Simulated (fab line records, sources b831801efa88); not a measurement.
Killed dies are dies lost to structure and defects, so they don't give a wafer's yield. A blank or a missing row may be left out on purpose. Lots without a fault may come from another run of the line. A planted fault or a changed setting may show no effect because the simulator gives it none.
A struck lot beside a sound one | flow sfq_line | 42 steps out of a route of 325
Sound: wafers L322.1, L322.2, L322.4. Struck: wafer L311.4. (L311.1, L311.5 of the same lot were not struck and are left out.) The cause comes at the end.
At each step with rows: each side's tool, then ch and its chambers, then its first start. Under that, the readings that differ: sound wafers | struck wafers | difference of the means | sigmas: that difference in standard deviations of wafers without a fault.
alike: readings whose means differ by less than 2 such deviations, and words and numbers that are the same on both sides. not compared: withheld readings, readings that some wafer has no value for, bounds like >300 that may hide the same value, and numbers for which the record gives no deviation and whose values overlap.
The two part at a step that has a row with sigmas, a row that says differs or no value, or rows on one side only. Numbers that don't overlap but have no deviation are shown without sigmas and don't part them. A reading that every wafer of one side lacks parts them only if that side has two wafers or more.

first, 6 steps without rows for these wafers: SFQ_TRILAYER_M4_LITHO_COAT_098 (resist thk 62 nm); SFQ_TRILAYER_M4_LITHO_COAT_093 (resist thk 600 nm); SFQ_TRILAYER_M4_LITHO_SOFTBAKE_097; SFQ_TRILAYER_M4_LITHO_EXPOSE_094 (exposes mask M4, target cd 500 nm); SFQ_TRILAYER_M4_LITHO_PEB_096 (peb time 60 s); SFQ_TRILAYER_M4_LITHO_DEVELOP_095 (time 60 s).
SFQ_M4_OVL_MEAS_926:
  sound on overlay-01, day 62 02:13; struck on overlay-01, day 59 12:53
  alike: M4_OVL
SFQ_TRILAYER_M4_BARC_OPEN_METAL_ETCH_123: etches BARC in O2, target depth 125 nm, time 41.7 s.
  sound on rie_metal-03 ch 0,1, day 62 02:15; struck on rie_metal-03 ch 0, day 59 12:56
  alike: drypump_motor_current_A, oes_product_au, rf_fwd_power_W
  not compared: rf_hours_counter_h
then, 1 step without rows for these wafers: SFQ_TRILAYER_M4_ETCH_METAL_ETCH_096 (etches Nb in Cl2/Ar, stops on SiO2, target depth 240 nm, time 120 s).
SFQ_TRILAYER_M4_STRIP_STRIP_097: strips in O2.
  sound on rie_metal-03 ch 0,1, day 62 02:26; struck on rie_metal-03 ch 0, day 59 13:07
  alike: drypump_motor_current_A, oes_product_au
  not compared: rf_hours_counter_h
then, 1 step without rows for these wafers: SFQ_TRILAYER_M4_STRIP_SOLV_CLEAN_098 (cleans in NMP, time 600 s).
SFQ_TRILAYER_I4_DEP_PECVD_099: deposits SiO2 from SiH4/N2O, time 111.11 s, target thk 500 nm.
  sound on pecvd-03 ch 0,1,2, day 62 03:13; struck on pecvd-03 ch 1, day 59 13:54
  alike: heater_power_w, rf_fwd_power_W, throttle_valve_pct
SFQ_TRILAYER_I4_CMP_CMP_100: polishes SiO2.
  sound on cmp-02 ch 0,1,2, day 62 16:26; struck on cmp-02 ch 1, day 59 19:11
  reading                                             | sound           | struck | difference | sigmas
  time_to_endpoint_s (s)                              | 206 228 238     | 254    | +30        | +3
  model.SiO2_of_TRILAYER_I4_DEP_PECVD_099.thk_nm (nm) | 200 201.2 201.3 | 182    | -19        |
  alike: motor_current_A
SFQ_I4_BOW_MEAS_927:
  sound on film_metro-04, day 62 19:26; struck on film_metro-01, day 59 21:41
  alike: I4_BOW
SFQ_TRILAYER_I4_METRO_MEASURE_101:
  sound on film_metro-04, day 62 19:34; struck on film_metro-01, day 59 21:49
  reading     | sound             | struck | difference | sigmas
  thk_nm (nm) | 199.9 201.4 201.2 | 182.1  | -18.7      | -17
then, 6 steps without rows for these wafers: SFQ_TRILAYER_I4_VIA_LITHO_COAT_108 (resist thk 62 nm); SFQ_TRILAYER_I4_VIA_LITHO_COAT_103 (resist thk 650 nm); SFQ_TRILAYER_I4_VIA_LITHO_SOFTBAKE_107; SFQ_TRILAYER_I4_VIA_LITHO_EXPOSE_104 (exposes mask I4, target cd 700 nm); SFQ_TRILAYER_I4_VIA_LITHO_PEB_106 (peb time 60 s); SFQ_TRILAYER_I4_VIA_LITHO_DEVELOP_105 (time 60 s).
-- the record jumps here: 4 days lie between the struck wafers' starts before and after --
SFQ_I4_OVL_MEAS_928:
  sound on overlay-02, day 66 21:55; struck on overlay-02, day 64 09:40
  alike: I4_OVL
then, 1 step without rows for these wafers: SFQ_TRILAYER_I4_VIA_BARC_OPEN_VIA_ETCH_146 (etches BARC in O2, target depth 125 nm, time 41.7 s).
SFQ_TRILAYER_I4_VIA_ETCH_VIA_ETCH_106: etches SiO2 in CHF3, stops on Nb, target depth 260 nm.
  sound on rie_diel-01 ch 0,2,3, day 66 21:59; struck on rie_diel-03 ch 3, day 64 09:44
  reading                        | sound             | struck | difference | sigmas
  oes_product_au (a.u.)          | 0.856 0.858 0.853 | 0.811  | -0.045     | -9
  model.I4.feature_depth_nm (nm) | 200 201.2 201.3   | 182    | -19        |
  model.etch.depth_nm (nm)       | 200 201.2 201.3   | 182    | -19        |
  alike: drypump_motor_current_A, rf_fwd_power_W
then, 4 steps without rows for these wafers: SFQ_TRILAYER_I4_VIA_STRIP_STRIP_107 (strips in O2); SFQ_TRILAYER_I4_VIA_STRIP_SOLV_CLEAN_108 (cleans in NMP, time 600 s); SFQ_TRILAYER_JJ_TRILAYER_DEP_PRE_CLEAN_113 (time 22.5 s); SFQ_TRILAYER_JJ_TRILAYER_DEP_SPUTTER_109 (material Nb, target thk 150 nm, time 100 s).
SFQ_TRILAYER_JJ_TRILAYER_DEP_SPUTTER_110: material Al, target thk 8 nm, time 10 s.
  sound on pvd_sputter-05, day 66 22:59; struck on pvd_sputter-03, day 64 10:44
  alike: throttle_valve_pct
then, 2 steps without rows for these wafers: SFQ_TRILAYER_JJ_TRILAYER_DEP_AL_OXIDATION_111 (oxidation time 600 s); SFQ_TRILAYER_JJ_TRILAYER_DEP_SPUTTER_112 (material Nb, target thk 170 nm, time 113.3 s).
SFQ_JJ_RS_MEAS_929: measures by four-point-probe.
  sound on film_metro-04, day 67 00:05; struck on film_metro-02, day 64 11:50
  alike: JJ_NB_RS
then, 6 steps without rows for these wafers: SFQ_TRILAYER_JJ_CE_LITHO_COAT_119 (resist thk 62 nm); SFQ_TRILAYER_JJ_CE_LITHO_COAT_114 (resist thk 600 nm); SFQ_TRILAYER_JJ_CE_LITHO_SOFTBAKE_118; SFQ_TRILAYER_JJ_CE_LITHO_EXPOSE_115 (exposes mask J5, target cd 700 nm); SFQ_TRILAYER_JJ_CE_LITHO_PEB_117 (peb time 60 s); SFQ_TRILAYER_JJ_CE_LITHO_DEVELOP_116 (time 60 s).
-- the record jumps here: 4 days lie between the struck wafers' starts before and after --
SFQ_JJ_OVL_MEAS_931:
  sound on overlay-01, day 71 13:08; struck on overlay-02, day 68 22:10
  reading     | sound    | struck | difference | sigmas
  J5_OVL (nm) | 7 -11 -5 | -18    | -15        | -2
SFQ_TRILAYER_JJ_CE_METRO_MEASURE_117:
  sound on cd_sem-01, day 71 13:10; struck on cd_sem-02, day 68 22:12
  alike: cd_nm
then, 1 step without rows for these wafers: SFQ_TRILAYER_JJ_CE_BARC_OPEN_RIE_150 (chemistry O2, target BARC, target depth 240 nm, time 80 s).
-- the record jumps here: 4 days lie between the struck wafers' starts before and after --
SFQ_TRILAYER_M5_ETCH_METAL_ETCH_126: etches Nb in Cl2/BCl3, stops on SiO2, time 203.2 s, target depth 265 nm.
  sound on rie_metal-02 ch 0,1, day 75 19:57; struck on rie_metal-04 ch 1, day 73 06:16
  reading                                             | sound             | struck | difference | sigmas
  drypump_motor_current_A (A)                         | 6.4 5.3 6.4       | 5.2    | -0.8       | -2
  oes_product_au (a.u.)                               | 0.728 0.731 0.727 | 0.747  | +0.018     | +3
  model.SiO2_of_TRILAYER_I4_DEP_PECVD_099.thk_nm (nm) | 180.3 181.2 181.5 | 162.2  | -18.8      |
  alike: rf_fwd_power_W
  not compared: rf_hours_counter_h

WHERE THEY PART
First at SFQ_TRILAYER_I4_CMP_CMP_100; last, within this record, at SFQ_TRILAYER_M5_ETCH_METAL_ETCH_126.

WHY: what the simulator had put in
Process parameter drift: cmp-02, from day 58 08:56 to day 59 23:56, at SFQ_TRILAYER_I4_CMP_CMP_100. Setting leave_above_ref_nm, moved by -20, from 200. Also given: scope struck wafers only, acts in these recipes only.
